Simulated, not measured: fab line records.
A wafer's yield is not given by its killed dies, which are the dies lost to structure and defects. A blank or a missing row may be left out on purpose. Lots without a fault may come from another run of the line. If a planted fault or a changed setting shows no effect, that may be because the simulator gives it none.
fab line records	flow sky130
record lots=12	wafers=36	lastDay=50
route steps=708 shown METAL3@536 VIA3@576 METAL4@626 PAD_OPEN@708
lots that met no fault: taken from a fault-free run of the same line
startH: start of the lot's first displayed wafer, in hours after the record's first day	waitH: time in hours since the lot's previous step	" repeats the value in the row above	L1.1+2: several wafers, shown together as one row	- value missing, or start not given	* or withheld: withheld	< > ~ a bound
route shown NAME@n: a module of which the file shows steps, and the number in the route of the first	usual: mean and standard deviation over wafers with no fault	same: alike in all rows	chamber/n: place in a boat	sites: readings site by site	_std_site: how widely they spread, as a standard deviation	_edge_site: outer sites' mean less inner sites'	radiusMm: how far each site lies from the wafer's centre	mask NAME#n: copy n	behind: the tool/chamber that last shaped the wafer	hold: why the lot went on hold/how many hours it stayed there/how the hold came to an end	device: whichever transistor did not switch (one of n, p or np)	end of line: tests of these same wafers at the route's end	step lacking rows: just its recipe	killed: not the wafer's yield, but the dies lost to structure and defects at the first sort	map: a wafer's dies, marking killed ones x, the rest . and places with no die _
set.NAME: the setting the step ran with; set.NAME@STEP: the setting that earlier step ran with	model.NAME: the simulator's own value behind a step, which no gauge read
route steps across a sampled set of lots; one table per step, one row per wafer
services: the hour from which a tool's chamber was out of use, counted from the record's first day as startH (under 0 if before that day), plus the number of hours and why
## steps
# step SKY_METAL3_SPUTTER_04
# recipe material=TiN	targetThkNm=70	powerW=6500	timeS=58.3	chamberPressurePa=0.4
# usual throttleValvePct=30.0/0.82
lot.wafer	tool	chamber	startH	waitH	throttleValvePct
L976.1	pvdSputter-01	-	846.70	0.0	30.6
L976.2	"	-	"	"	30.7
L976.5	"	-	"	"	30.0
L977.1	pvdSputter-02	-	849.42	0.0	28.9
L977.4	"	-	"	"	29.1
L977.5	"	-	"	"	29.1
L978.1	pvdSputter-04	-	865.96	0.0	31.1
L978.3	"	-	"	"	31.0
L978.5	"	-	"	"	30.7
L979.1	pvdSputter-01	-	879.21	0.0	29.8
L979.4	"	-	"	"	29.8
L979.5	"	-	"	"	29.9
L982.1	pvdSputter-04	-	905.37	0.0	31.0
L982.4	"	-	"	"	30.9
L982.5	"	-	"	"	30.9
L985.1	pvdSputter-02	-	913.70	0.0	29.1
L985.5	"	-	"	"	29.5
L985.6	"	-	"	"	29.1
L986.1	pvdSputter-02	-	925.91	0.0	29.2
L986.3	"	-	"	"	29.1
L986.5	"	-	"	"	29.2
L993.2	pvdSputter-02	-	993.99	0.0	28.6
L993.4	"	-	"	"	29.3
L993.5	"	-	"	"	29.1
L995.2	pvdSputter-01	-	994.29	0.0	29.9
L995.3	"	-	"	"	29.9
L995.5	"	-	"	"	30.5
L996.2	pvdSputter-02	-	994.59	0.0	28.7
L996.3	"	-	"	"	29.1
L996.5	"	-	"	"	28.7
L997.1	pvdSputter-01	-	1004.09	0.0	31.0
L997.2	"	-	"	"	29.8
L997.3	"	-	"	"	29.8
L999.1	pvdSputter-04	-	1011.08	0.0	31.1
L999.2	"	-	"	"	31.1
L999.4	"	-	"	"	29.8
# step SKY_VIA3_BOW_MEAS_03
# recipe mode=bow
# usual VIA3_BOW=80/8
lot.wafer	tool	chamber	startH	waitH	VIA3_BOW[um]
L976.1	filmMetro-04	-	900.66	0.1	78
L976.2	"	-	"	"	68
L976.5	"	-	"	"	66
L977.1	filmMetro-01	-	903.69	0.2	77
L977.4	"	-	"	"	68
L977.5	"	-	"	"	66
L978.1	filmMetro-04	-	918.83	0.1	90
L978.3	"	-	"	"	88
L978.5	"	-	"	"	88
L979.1	filmMetro-04	-	932.51	0.1	75
L979.4	"	-	"	"	87
L979.5	"	-	"	"	75
L982.1	filmMetro-01	-	957.57	0.1	74
L982.4	"	-	"	"	84
L982.5	"	-	"	"	79
L985.1	filmMetro-02	-	965.13	0.1	78
L985.5	"	-	"	"	80
L985.6	"	-	"	"	81
L986.1	filmMetro-02	-	976.84	0.2	88
L986.3	"	-	"	"	70
L986.5	"	-	"	"	79
L993.2	filmMetro-04	-	1041.61	0.2	83
L993.4	"	-	"	"	91
L993.5	"	-	"	"	84
L995.2	filmMetro-04	-	1042.61	0.3	83
L995.3	"	-	"	"	84
L995.5	"	-	"	"	79
L996.2	filmMetro-02	-	1042.77	0.3	78
L996.3	"	-	"	"	87
L996.5	"	-	"	"	76
L997.1	filmMetro-02	-	1052.09	0.1	70
L997.2	"	-	"	"	74
L997.3	"	-	"	"	71
L999.1	filmMetro-01	-	1058.35	0.2	64
L999.2	"	-	"	"	68
L999.4	"	-	"	"	80
# step SKY_METAL4_EXPOSE_10
# recipe maskId=MM4	na=0.68	sourceShape=annular	sigmaInner=0.4	sigmaOuter=0.8	targetCdNm=300	doseMj=28
# usual stageVelMmS=499.94/0.23
lot.wafer	tool	chamber	startH	waitH	mask	stageVelMmS
L976.1	krfScanner-02	0	965.06	-	MM4#0	500.08
L976.2	"	0	"	"	MM4#0	499.77
L976.5	"	0	"	"	MM4#0	499.78
L977.1	krfScanner-01	0	968.49	-	MM4#0	499.50
L977.4	"	0	"	"	MM4#0	499.89
L977.5	"	0	"	"	MM4#0	499.77
L978.1	krfScanner-02	0	982.64	-	MM4#0	499.88
L978.3	"	0	"	"	MM4#0	500.18
L978.5	"	0	"	"	MM4#0	499.90
L979.1	krfScanner-01	0	995.91	-	MM4#0	500.10
L979.4	"	0	"	"	MM4#0	500.34
L979.5	"	0	"	"	MM4#0	500.11
L982.1	krfScanner-01	0	1019.07	-	MM4#0	499.89
L982.4	"	0	"	"	MM4#0	499.99
L982.5	"	0	"	"	MM4#0	500.14
L985.1	krfScanner-02	0	1028.41	-	MM4#0	500.21
L985.5	"	0	"	"	MM4#0	499.83
L985.6	"	0	"	"	MM4#0	500.40
L986.1	krfScanner-01	0	1035.69	-	MM4#0	499.78
L986.3	"	0	"	"	MM4#0	499.83
L986.5	"	0	"	"	MM4#0	499.72
L993.2	krfScanner-02	0	1095.78	-	MM4#0	500.23
L993.4	"	0	"	"	MM4#0	500.49
L993.5	"	0	"	"	MM4#0	500.31
L995.2	krfScanner-01	0	1098.83	-	MM4#0	500.09
L995.3	"	0	"	"	MM4#0	499.88
L995.5	"	0	"	"	MM4#0	499.87
L996.2	krfScanner-01	0	1099.32	-	MM4#0	500.06
L996.3	"	0	"	"	MM4#0	499.71
L996.5	"	0	"	"	MM4#0	499.60
L997.1	krfScanner-01	0	1105.55	-	MM4#0	500.02
L997.2	"	0	"	"	MM4#0	500.02
L997.3	"	0	"	"	MM4#0	499.90
L999.1	krfScanner-02	0	1112.94	-	MM4#0	499.73
L999.2	"	0	"	"	MM4#0	500.04
L999.4	"	0	"	"	MM4#0	499.84
# step SKY_METAL4_CD_MEAS_13
# recipe targetCdNm=300
# usual cdNm=299.9/1.6
lot.wafer	tool	chamber	startH	waitH	cdNm
L976.1	cdSem-02	-	977.34	-	299.6
L976.2	"	-	"	"	299.3
L976.5	"	-	"	"	299.7
L977.1	cdSem-02	-	980.34	-	298.3
L977.4	"	-	"	"	299.5
L977.5	"	-	"	"	297.6
L978.1	cdSem-01	-	993.59	-	296.2
L978.3	"	-	"	"	296.3
L978.5	"	-	"	"	296.8
L979.1	cdSem-02	-	1007.15	-	301.4
L979.4	"	-	"	"	300.8
L979.5	"	-	"	"	300.3
L982.1	cdSem-01	-	1030.39	-	301.2
L982.4	"	-	"	"	302.5
L982.5	"	-	"	"	301.3
L985.1	cdSem-01	-	1039.04	-	298.0
L985.5	"	-	"	"	299.7
L985.6	"	-	"	"	299.4
L986.1	cdSem-02	-	1046.80	-	298.9
L986.3	"	-	"	"	297.8
L986.5	"	-	"	"	298.9
L993.2	cdSem-02	-	1105.92	-	301.6
L993.4	"	-	"	"	300.8
L993.5	"	-	"	"	299.2
L995.2	cdSem-02	-	1108.36	-	298.0
L995.3	"	-	"	"	299.0
L995.5	"	-	"	"	297.8
L996.2	cdSem-01	-	1109.06	-	138.4
L996.3	"	-	"	"	180.0
L996.5	"	-	"	"	192.7
L997.1	cdSem-02	-	1115.56	-	210.3
L997.2	"	-	"	"	236.5
L997.3	"	-	"	"	64.8
L999.1	cdSem-01	-	1122.65	-	300.4
L999.2	"	-	"	"	300.4
L999.4	"	-	"	"	299.5
# step SKY_METAL4_OVL_MEAS_14
# usual METAL4_OVL=0/5.4
lot.wafer	tool	chamber	startH	waitH	METAL4_OVL[nm]
L976.1	overlay-01	-	977.46	0.1	0
L976.2	"	-	"	"	4
L976.5	"	-	"	"	12
L977.1	overlay-02	-	980.46	0.1	-4
L977.4	"	-	"	"	1
L977.5	"	-	"	"	-2
L978.1	overlay-02	-	993.71	0.1	-1
L978.3	"	-	"	"	-4
L978.5	"	-	"	"	5
L979.1	overlay-02	-	1007.27	0.1	7
L979.4	"	-	"	"	4
L979.5	"	-	"	"	9
L982.1	overlay-01	-	1030.51	0.1	-7
L982.4	"	-	"	"	2
L982.5	"	-	"	"	0
L985.1	overlay-01	-	1039.16	0.1	9
L985.5	"	-	"	"	10
L985.6	"	-	"	"	3
L986.1	overlay-01	-	1046.92	0.1	-6
L986.3	"	-	"	"	-2
L986.5	"	-	"	"	-2
L993.2	overlay-02	-	1106.02	0.1	6
L993.4	"	-	"	"	-5
L993.5	"	-	"	"	7
L995.2	overlay-02	-	1108.47	0.1	7
L995.3	"	-	"	"	12
L995.5	"	-	"	"	6
L996.2	overlay-01	-	1109.17	0.1	-8
L996.3	"	-	"	"	4
L996.5	"	-	"	"	0
L997.1	overlay-02	-	1115.68	0.1	-5
L997.2	"	-	"	"	-4
L997.3	"	-	"	"	2
L999.1	overlay-02	-	1122.77	0.1	2
L999.2	"	-	"	"	1
L999.4	"	-	"	"	1
# step SKY_PAD_OPEN_PROBE_99
# usual defectLimitedYield=82.2/1.9	killed_at_M0_to_M3=44/6.9	killed_at_M4_up=3.3/1.8	killedAtContacts=24/5	killedAtFrontEnd=16/4.6	killedAtOther=0.2/0.42	killedDies=88/9.2	killedOnRim=17/3.5	killedOpen=48/7.3	killedShort=40/6.5	sort_bin_3_pad_short=0.9/0.43	sort_bin_5_function=10.6/1.5	sort_bin_6_memory=6.4/1.1	sortNPass=404/9.2	sortYieldPct=82.2/1.9
# same grossDies=492	killedAtBackSide=0	sort_bin_4_leakage[%]=0	sort_bin_8_speed[%]=0
lot.wafer	tool	chamber	startH	waitH	defectLimitedYield[%]	killed_at_M0_to_M3	killed_at_M4_up	killedAtContacts	killedAtFrontEnd	killedAtOther	killedDies	killedOnRim	killedOpen	killedShort	sort_bin_3_pad_short[%]	sort_bin_5_function[%]	sort_bin_6_memory[%]	sortNPass	sortYieldPct[%]
L976.1	prober-01	-	1072.33	0.1	82.7	45	4	23	13	0	85	13	40	45	1.6	8.7	6.9	407	82.7
L976.2	prober-01	-	1072.38	0.1	80.5	47	8	27	14	0	96	16	48	48	0.8	10.4	8.3	396	80.5
L976.5	prober-01	-	1072.53	0.2	78.5	53	5	30	18	0	106	24	55	51	1.4	11.2	8.9	386	78.5
L978.1	prober-01	-	1087.08	0.1	82.7	44	3	24	13	1	85	18	36	49	0.4	11.0	5.9	407	82.7
L978.3	prober-01	-	1087.18	0.2	79.3	53	6	28	15	0	102	19	50	52	0.6	14.4	5.7	390	79.3
L978.5	prober-01	-	1087.28	0.2	80.3	50	7	28	12	0	97	27	51	46	0.8	12.0	6.9	395	80.3
L979.1	prober-02	-	1099.57	0.1	83.9	41	5	20	13	0	79	19	35	44	1.0	10.4	4.7	413	83.9
L979.4	prober-02	-	1099.72	0.2	80.9	45	8	25	15	1	94	21	34	60	1.8	8.5	8.7	398	80.9
L979.5	prober-02	-	1099.77	0.2	84.3	32	4	25	16	0	77	14	40	37	0.2	9.6	5.9	415	84.3
L993.2	prober-01	-	1186.03	0.1	81.5	50	2	26	12	1	91	22	42	48	1.0	9.6	7.9	401	81.5
L993.4	prober-01	-	1186.13	0.2	80.9	47	3	32	11	1	94	22	43	50	1.0	13.0	5.1	398	80.9
L993.5	prober-01	-	1186.18	0.2	83.5	45	2	20	14	0	81	19	43	38	0.8	10.0	5.7	411	83.5
L995.2	prober-02	-	1187.53	0.1	84.1	42	0	16	20	0	78	16	48	30	0.6	8.7	6.5	414	84.1
L995.3	prober-02	-	1187.58	0.2	80.5	40	2	35	18	1	96	24	52	44	1.0	11.2	7.3	396	80.5
L995.5	prober-02	-	1187.68	0.2	85.2	38	2	22	11	0	73	16	42	31	0.6	9.3	4.9	419	85.2
L996.2	prober-01	-	1187.95	0.1	0	54	407	16	15	0	492	96	47	40	0.4	90.9	8.7	0	0
L996.3	prober-01	-	1188.00	0.2	0	42	402	28	20	0	492	96	45	50	1.0	92.9	6.1	0	0
L996.5	prober-01	-	1188.10	0.2	0	46	400	31	15	0	492	96	55	43	1.4	92.1	6.5	0	0
L997.1	prober-02	-	1192.56	0.1	0	49	398	25	20	0	492	96	53	49	1.0	93.1	5.9	0	0
L997.2	prober-02	-	1192.61	0.1	33.7	42	250	13	21	0	326	91	39	44	1.4	59.8	5.1	166	33.7
L997.3	prober-02	-	1192.66	0.2	0	51	399	21	21	0	492	96	48	45	0.6	92.7	6.7	0	0
L999.1	prober-02	-	1198.14	0.1	82.9	35	6	27	16	0	84	15	54	30	0.6	12.8	3.7	408	82.9
L999.2	prober-02	-	1198.19	0.1	81.3	42	2	36	11	1	92	15	51	40	1.4	10.2	7.1	400	81.3
L999.4	prober-02	-	1198.29	0.2	80.9	50	2	29	13	0	94	18	53	41	0.6	12.2	6.3	398	80.9
# killed by level:class
L976.1 VIA1:geometricParticle:open=10 CONTACT:geometricParticle:open=9 METAL2:geometricParticle:short=9 CONTACT:geometricParticle:short=7 FIELD_ISO:geometricParticle:short=5 METAL1:geometricParticle:short=5 LOCAL_INTERCONNECT:geometricParticle:short=4 VIA1:geometricParticle:short=4
L976.2 CONTACT:geometricParticle:open=18 VIA1:geometricParticle:short=11 VIA1:geometricParticle:open=8 VIA3:geometricParticle:short=6 POLY_GATE:geometricParticle:open=5 CONTACT:geometricParticle:short=5 METAL1:geometricParticle:short=5 METAL4:geometricParticle:short=5
L976.5 VIA1:geometricParticle:open=10 CONTACT:geometricParticle:open=10 LI_CONTACT:geometricParticle:open=9 CONTACT:geometricParticle:short=7 METAL1:geometricParticle:short=7 VIA2:geometricParticle:open=7 FIELD_ISO:geometricParticle:open=6 METAL2:geometricParticle:short=6
L978.1 CONTACT:geometricParticle:open=11 METAL2:geometricParticle:short=11 VIA1:geometricParticle:short=8 VIA2:geometricParticle:open=7 POLY_GATE:geometricParticle:short=6 LI_CONTACT:geometricParticle:short=5 LI_CONTACT:geometricParticle:open=4 LOCAL_INTERCONNECT:geometricParticle:short=4
L978.3 VIA1:geometricParticle:open=12 CONTACT:geometricParticle:open=11 METAL1:geometricParticle:short=7 VIA1:geometricParticle:short=7 VIA2:geometricParticle:open=6 CONTACT:geometricParticle:short=6 VIA3:geometricParticle:open=6 LOCAL_INTERCONNECT:geometricParticle:short=5
L978.5 CONTACT:geometricParticle:open=13 VIA3:geometricParticle:open=11 VIA1:geometricParticle:open=9 METAL2:geometricParticle:short=8 CONTACT:geometricParticle:short=7 METAL1:geometricParticle:short=7 VIA2:geometricParticle:short=5 POLY_GATE:geometricParticle:open=4
L979.1 CONTACT:geometricParticle:open=8 METAL1:geometricParticle:short=7 LOCAL_INTERCONNECT:geometricParticle:short=5 METAL4:geometricParticle:short=5 VIA2:geometricParticle:open=5 FIELD_ISO:geometricParticle:open=4 VIA1:geometricParticle:open=4 VIA3:geometricParticle:open=4
L979.4 METAL1:geometricParticle:short=8 LOCAL_INTERCONNECT:geometricParticle:short=8 VIA1:geometricParticle:open=8 POLY_GATE:geometricParticle:short=7 CONTACT:geometricParticle:open=7 VIA1:geometricParticle:short=6 METAL2:geometricParticle:short=5 VIA2:geometricParticle:open=4
L979.5 CONTACT:geometricParticle:open=13 VIA1:geometricParticle:open=6 FIELD_ISO:geometricParticle:open=4 LI_CONTACT:geometricParticle:open=4 VIA1:geometricParticle:short=4 METAL1:geometricParticle:short=4 VIA2:geometricParticle:open=4 METAL3:geometricParticle:short=4
L993.2 METAL1:geometricParticle:short=10 CONTACT:geometricParticle:open=9 VIA1:geometricParticle:open=8 LI_CONTACT:geometricParticle:open=7 METAL2:geometricParticle:short=7 VIA3:geometricParticle:open=7 VIA1:geometricParticle:short=6 LOCAL_INTERCONNECT:geometricParticle:short=5
L993.4 CONTACT:geometricParticle:open=10 VIA2:geometricParticle:open=8 LI_CONTACT:geometricParticle:open=6 LOCAL_INTERCONNECT:geometricParticle:short=6 CONTACT:geometricParticle:short=6 VIA1:geometricParticle:open=6 POLY_GATE:geometricParticle:short=5 METAL1:geometricParticle:short=5
L993.5 CONTACT:geometricParticle:open=7 VIA1:geometricParticle:open=7 VIA3:geometricParticle:open=7 POLY_GATE:geometricParticle:open=6 VIA2:geometricParticle:open=6 METAL1:geometricParticle:short=5 CONTACT:geometricParticle:short=5 VIA1:geometricParticle:short=5
L995.2 VIA1:geometricParticle:open=10 VIA2:geometricParticle:open=7 FIELD_ISO:geometricParticle:open=6 LI_CONTACT:geometricParticle:open=6 VIA3:geometricParticle:open=6 VIA1:geometricParticle:short=5 POLY_GATE:geometricParticle:short=4 CONTACT:geometricParticle:open=4
L995.3 CONTACT:geometricParticle:open=11 VIA1:geometricParticle:open=9 FIELD_ISO:geometricParticle:open=8 LOCAL_INTERCONNECT:geometricParticle:short=7 LI_CONTACT:geometricParticle:open=6 LI_CONTACT:geometricParticle:short=5 CONTACT:geometricParticle:short=5 METAL1:geometricParticle:short=5
L995.5 LI_CONTACT:geometricParticle:open=7 CONTACT:geometricParticle:open=7 VIA1:geometricParticle:open=7 METAL2:geometricParticle:short=6 FIELD_ISO:geometricParticle:open=5 METAL3:geometricParticle:short=5 VIA3:geometricParticle:open=5 CONTACT:geometricParticle:short=4
L996.2 METAL4:areaExpose=404 VIA1:geometricParticle:open=10 VIA2:geometricParticle:open=10 VIA1:geometricParticle:short=8 VIA3:geometricParticle:open=7 LI_CONTACT:geometricParticle:open=6 METAL1:geometricParticle:short=6 CONTACT:geometricParticle:open=5
L996.3 METAL4:areaExpose=397 CONTACT:geometricParticle:short=8 CONTACT:geometricParticle:open=8 LI_CONTACT:geometricParticle:open=7 VIA2:geometricParticle:short=6 METAL2:geometricParticle:short=6 VIA3:geometricParticle:open=6 POLY_GATE:geometricParticle:open=5
L996.5 METAL4:areaExpose=394 VIA1:geometricParticle:open=15 LI_CONTACT:geometricParticle:open=11 VIA3:geometricParticle:open=8 LOCAL_INTERCONNECT:geometricParticle:short=8 CONTACT:geometricParticle:open=7 FIELD_ISO:geometricParticle:open=6 METAL2:geometricParticle:short=6
L997.1 METAL4:areaExpose=390 CONTACT:geometricParticle:open=13 METAL1:geometricParticle:short=8 VIA1:geometricParticle:open=8 VIA2:geometricParticle:open=6 METAL4:geometricParticle:short=6 POLY_GATE:geometricParticle:open=5 POLY_GATE:geometricParticle:short=5
L997.2 METAL4:areaExpose=243 VIA1:geometricParticle:open=11 METAL1:geometricParticle:short=10 FIELD_ISO:geometricParticle:open=8 CONTACT:geometricParticle:open=7 VIA1:geometricParticle:short=6 METAL4:geometricParticle:short=6 METAL2:geometricParticle:short=5
L997.3 METAL4:areaExpose=399 CONTACT:geometricParticle:open=11 VIA1:geometricParticle:short=9 VIA3:geometricParticle:open=9 VIA1:geometricParticle:open=8 VIA2:geometricParticle:short=6 FIELD_ISO:geometricParticle:short=5 POLY_GATE:geometricParticle:open=5
L999.1 CONTACT:geometricParticle:open=15 POLY_GATE:geometricParticle:open=8 VIA1:geometricParticle:open=8 VIA2:geometricParticle:open=7 VIA3:geometricParticle:open=7 METAL4:geometricParticle:short=6 LI_CONTACT:geometricParticle:open=4 LOCAL_INTERCONNECT:geometricParticle:short=4
L999.2 CONTACT:geometricParticle:open=16 VIA1:geometricParticle:open=8 LOCAL_INTERCONNECT:geometricParticle:short=7 CONTACT:geometricParticle:short=7 METAL1:geometricParticle:short=6 VIA2:geometricParticle:open=6 VIA3:geometricParticle:open=6 FIELD_ISO:geometricParticle:short=4
L999.4 VIA1:geometricParticle:open=14 CONTACT:geometricParticle:open=13 VIA1:geometricParticle:short=8 LI_CONTACT:geometricParticle:open=6 METAL1:geometricParticle:short=6 VIA2:geometricParticle:open=6 FIELD_ISO:geometricParticle:open=5 CONTACT:geometricParticle:short=5
## services
tool	chamber	startH	hours	kind
krfScanner-01	-	835.13	1.0	pm
pvdSputter-02	-	847.72	1.0	repair
krfScanner-02	-	860.58	0.3	repair
krfScanner-02	-	866.04	0.8	pm
krfScanner-02	-	893.80	4.4	pm
krfScanner-02	-	909.70	3.6	pm
krfScanner-01	-	931.22	0.8	pm
pvdSputter-01	-	933.67	6.5	repair
krfScanner-01	-	936.74	3.6	pm
krfScanner-02	-	942.89	1.0	pm
krfScanner-01	-	955.40	1.3	pm
pvdSputter-01	-	960.15	14.7	repair
krfScanner-02	-	965.52	1.3	pm
krfScanner-01	-	966.86	0.8	pm
krfScanner-01	-	974.67	4.0	pm
krfScanner-01	-	986.35	0.9	repair
pvdSputter-02	-	995.21	2.4	repair
krfScanner-01	-	1004.13	1.0	pm
pvdSputter-01	-	1019.29	1.2	repair
krfScanner-02	-	1034.84	0.8	pm
pvdSputter-02	-	1046.65	12.6	repair
krfScanner-01	-	1052.35	0.6	repair
krfScanner-01	-	1100.02	0.8	pm
krfScanner-02	-	1111.83	1.0	pm
## key
firstSign step=SKY_METAL4_CD_MEAS_13	reading=cdNm	direction=down	sigmas=82	usual=299.9	struck=170.4
effect step=SKY_PAD_OPEN_PROBE_99	reading=killed_at_M4_up	direction=up	sigmas=99+	usual=3.3	struck=376
moreKillsBornAt SKY_METAL4_EXPOSE_10@krfScanner-01=2229
metAt SKY_METAL4_EXPOSE_10
struckLots L996,L997
laterRowsLeftOut L996.2,L996.3,L996.5,L997.1,L997.3
notActingAt SKY_METAL3_SPUTTER_04,SKY_VIA3_BOW_MEAS_03,SKY_METAL4_OVL_MEAS_14
onsetBetween 1098.83 1099.32
fault kind=processParameterDrift	tool=krfScanner-01	chamber=-	onsetH=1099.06	steps=SKY_METAL4_EXPOSE_10	channel=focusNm	offset=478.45	spreadByWafer=0.3	shape=step	endH=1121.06
# laterRowsLeftOut: the simulator's readings of these wafers behind a module that went badly wrong aren't trusted and aren't shown, but for the sort
